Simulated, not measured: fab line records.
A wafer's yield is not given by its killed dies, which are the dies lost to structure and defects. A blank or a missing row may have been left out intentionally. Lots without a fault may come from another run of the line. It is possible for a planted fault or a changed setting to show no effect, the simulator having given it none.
Matching of chambers | flow gf180mcu | pecvd-03 running GF_V4_CVD_02: 3 sister chambers
The step deposits SiO2 from TEOS, target thk 850 nm, time 94.851 s. 20 wafers are shown with their chamber, then 10 later ones without.

EACH WAFER AND ITS CHAMBER
wafer  | chamber | heater_power_w (W)
L264.4 | 0       | 474
L264.5 | 0       | 535
L264.6 | 2       | 693
L265.3 | 0       | 589
L265.5 | 0       | 476
L265.6 | 2       | 765
L267.1 | 1       | 717
L267.2 | 0       | 507
L267.3 | 2       | 680
L266.4 | 2       | 775
L266.5 | 0       | 624
L266.6 | 1       | 704
L268.2 | 2       | 745
L268.4 | 2       | 612
L268.5 | 1       | 679
L269.1 | 1       | 598
L269.3 | 2       | 674
L269.4 | 1       | 683
L270.1 | 0       | 593
L270.4 | 1       | 589

SIGNATURES (averages over the wafers above)
reading        | chamber 0 | chamber 1 | chamber 2 | scatter within a chamber
heater_power_w | 542.57    | 661.67    | 706.29    | 58
Rule: distance of a wafer from a chamber = root of the sum over the readings of ((wafer's reading minus chamber's mean) / reading's scatter) squared. The wafer belongs to the nearest chamber; if the next one is less than 2 further off, it can't be placed. The scatter is the square root of a quotient: the sum, over the shown wafers, of each reading's squared deviation from its chamber's mean, divided by wafers minus chambers.

WAFERS WITHOUT THEIR CHAMBER
wafer  | heater_power_w (W)
L270.6 | 724
L282.4 | 749
L282.5 | 566
L282.6 | 719
L284.1 | 749
L284.4 | 629
L284.6 | 714
L286.1 | 560
L286.2 | 703
L286.5 | 584

CHAMBER TAKEN BY EACH
wafer  | from the rows above          | in truth
L270.6 | can't be placed: 2 or 1      | 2
L282.4 | can't be placed: 2 or 1      | 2
L282.5 | can't be placed: 0 or 1      | 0
L282.6 | can't be placed: 2 or 1      | 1
L284.1 | can't be placed: 2 or 1      | 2
L284.4 | can't be placed: 1 or 2 or 0 | 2
L284.6 | can't be placed: 2 or 1      | 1
L286.1 | can't be placed: 0 or 1      | 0
L286.2 | can't be placed: 2 or 1      | 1
L286.5 | can't be placed: 0 or 1 or 2 | 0
Correctly placed: 0 of 10. These rows do not allow placing 10 (true chamber among the candidates in 10). Wrongly placed: 0.
